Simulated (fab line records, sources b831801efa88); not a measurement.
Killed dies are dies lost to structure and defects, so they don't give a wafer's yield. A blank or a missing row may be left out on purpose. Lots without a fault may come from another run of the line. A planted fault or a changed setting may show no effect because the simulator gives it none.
Which tool did it? | flow sky130 | 12 lots, 36 wafers sampled, at 4 steps of a route of 708

WHAT THE GAUGES READ, wafer by wafer
SKY_POLY_CUT_OVL_MEAS_09.
lot  | measured     | on         | POLY_CUT_OVL (nm)
L713 | day 24 05:47 | overlay-01 | 10 3 -2
L714 | day 24 11:56 | overlay-01 | 2 -7 0
L715 | day 25 00:20 | overlay-02 | -6 2 1
L716 | day 25 11:32 | overlay-01 | -6 0 -4
L718 | day 26 01:32 | overlay-02 | 0 5 9
L719 | day 26 16:29 | overlay-02 | 0 6 1
L720 | day 27 08:18 | overlay-02 | 1 -2 6
L727 | day 29 10:23 | overlay-01 | 2 5 0
L733 | day 31 21:23 | overlay-02 | -2 -6 -10
L734 | day 32 07:05 | overlay-02 | 3 4 2
L735 | day 32 09:11 | overlay-01 | -1 -5 -6
L736 | day 32 17:48 | overlay-01 | -6 -5 -4

SKY_VIA3_BOW_MEAS_03.
lot  | measured     | on            | VIA3_BOW (um)
L713 | day 38 22:16 | film_metro-03 | 83 80 76
L714 | day 39 02:28 | film_metro-03 | 83 80 77
L715 | day 39 14:12 | film_metro-02 | 83 85 81
L716 | day 39 21:05 | film_metro-02 | 79 66 71
L718 | day 40 08:10 | film_metro-03 | 81 69 90
L719 | day 40 22:50 | film_metro-03 | 81 88 92
L720 | day 41 11:57 | film_metro-03 | 91 84 82
L727 | day 43 07:05 | film_metro-02 | 76 75 80
L733 | day 45 14:07 | film_metro-04 | 82 87 79
L734 | day 45 14:20 | film_metro-04 | 87 86 83
L735 | day 45 14:25 | film_metro-02 | 89 93 87
L736 | day 45 19:25 | film_metro-03 | 94 75 95

WHICH TOOL RAN EACH LOT (tool, then ch and the chambers of the sampled wafers, then the start)
lot  | SKY_METAL3_COAT_08                | SKY_METAL3_STRIP_19
L713 | litho_track-01 ch 0, day 38 07:00 | plasma_asher-01 ch 0,1, day 38 21:08
L714 | litho_track-03 ch 0, day 38 12:00 | plasma_asher-02 ch 0,1, day 39 00:56
L715 | litho_track-03 ch 0, day 38 23:00 | plasma_asher-01 ch 0,1, day 39 13:02
L716 | litho_track-03 ch 0, day 39 06:00 | plasma_asher-02 ch 0,1, day 39 19:56
L718 | litho_track-03 ch 0, day 39 17:00 | plasma_asher-01 ch 0,1, day 40 06:59
L719 | litho_track-03 ch 0, day 40 08:00 | plasma_asher-03 ch 0,1, day 40 21:41
L720 | litho_track-03 ch 0, day 40 21:00 | plasma_asher-01 ch 0,1, day 41 10:46
L727 | litho_track-03 ch 0, day 42 16:00 | plasma_asher-02 ch 1, day 43 05:56
L733 | litho_track-04 ch 0, day 44 15:00 | plasma_asher-02 ch 0,1, day 45 12:57
L734 | litho_track-03 ch 0, day 44 23:00 | plasma_asher-03 ch 0,1, day 45 13:08
L735 | litho_track-03 ch 0, day 45 02:00 | plasma_asher-01 ch 0,1, day 45 13:18
L736 | litho_track-01 ch 0, day 45 07:00 | plasma_asher-02 ch 0,1, day 45 18:14
- SKY_METAL3_COAT_08: resist thk 1140 nm.
- SKY_METAL3_STRIP_19: strips in O2/N2.

WHAT THE TOOLS THEMSELVES READ (means of the sampled wafers that have a number; where no wafer has one, the mark that the record gives instead)
SKY_METAL3_COAT_08.
lot  | tool           | spin_speed_rpm (rpm)
L713 | litho_track-01 | 3000.1
L714 | litho_track-03 | 3001.1
L715 | litho_track-03 | 2999.3
L716 | litho_track-03 | 2997.9
L718 | litho_track-03 | 2999.5
L719 | litho_track-03 | 3000.5
L720 | litho_track-03 | 3000.8
L727 | litho_track-03 | 3000.4
L733 | litho_track-04 | 2999.0
L734 | litho_track-03 | 2999.3
L735 | litho_track-03 | 2999.2
L736 | litho_track-01 | 3000.6

SKY_METAL3_STRIP_19.
lot  | tool            | drypump_motor_current_A (A) | oes_product_au (a.u.) | strip_time_to_endpoint_s (s)
L713 | plasma_asher-01 | 5.1                         | 0.493                 | 6.44
L714 | plasma_asher-02 | 5.2                         | 0.501                 | 6.58
L715 | plasma_asher-01 | 5.5                         | 0.499                 | 6.49
L716 | plasma_asher-02 | 5.3                         | 0.499                 | 6.45
L718 | plasma_asher-01 | 5.1                         | 0.497                 | 6.51
L719 | plasma_asher-03 | 5.3                         | 0.503                 | 6.59
L720 | plasma_asher-01 | 5.0                         | 0.502                 | 6.54
L727 | plasma_asher-02 | 5.4                         | 0.512                 | 6.74
L733 | plasma_asher-02 | 5.2                         | 0.504                 | 6.57
L734 | plasma_asher-03 | 5.3                         | 0.501                 | 6.51
L735 | plasma_asher-01 | 5.0                         | 0.498                 | 6.44
L736 | plasma_asher-02 | 5.3                         | 0.505                 | 6.60

THE ANSWER, worked out from the rows above alone
Rule: what is usual is taken from the lots themselves. Put in order of their means at a reading, lots are off if they are a third of the lots or fewer, leave a main group of 4 or more, and stand apart from it by a gap of 3 or more times the standard deviation of the main group's means; of several such gaps the widest counts. A main group whose means are all the same, to the digits that the tables above print for the reading, isn't used. A lot without any number at a reading at which 4 lots or more have one is off too. The other lots that the step has rows for count as sound. The gauges are gone through in route order, then the tools' own readings, and for those a lot's mean is taken as printed above. The first step at which some lot is off is used, and at that step the reading that is off furthest; a lot without a number counts as furthest.
No lot is off at any reading shown: from this, nothing can be told.

WHAT THE SIMULATOR HAD PUT IN
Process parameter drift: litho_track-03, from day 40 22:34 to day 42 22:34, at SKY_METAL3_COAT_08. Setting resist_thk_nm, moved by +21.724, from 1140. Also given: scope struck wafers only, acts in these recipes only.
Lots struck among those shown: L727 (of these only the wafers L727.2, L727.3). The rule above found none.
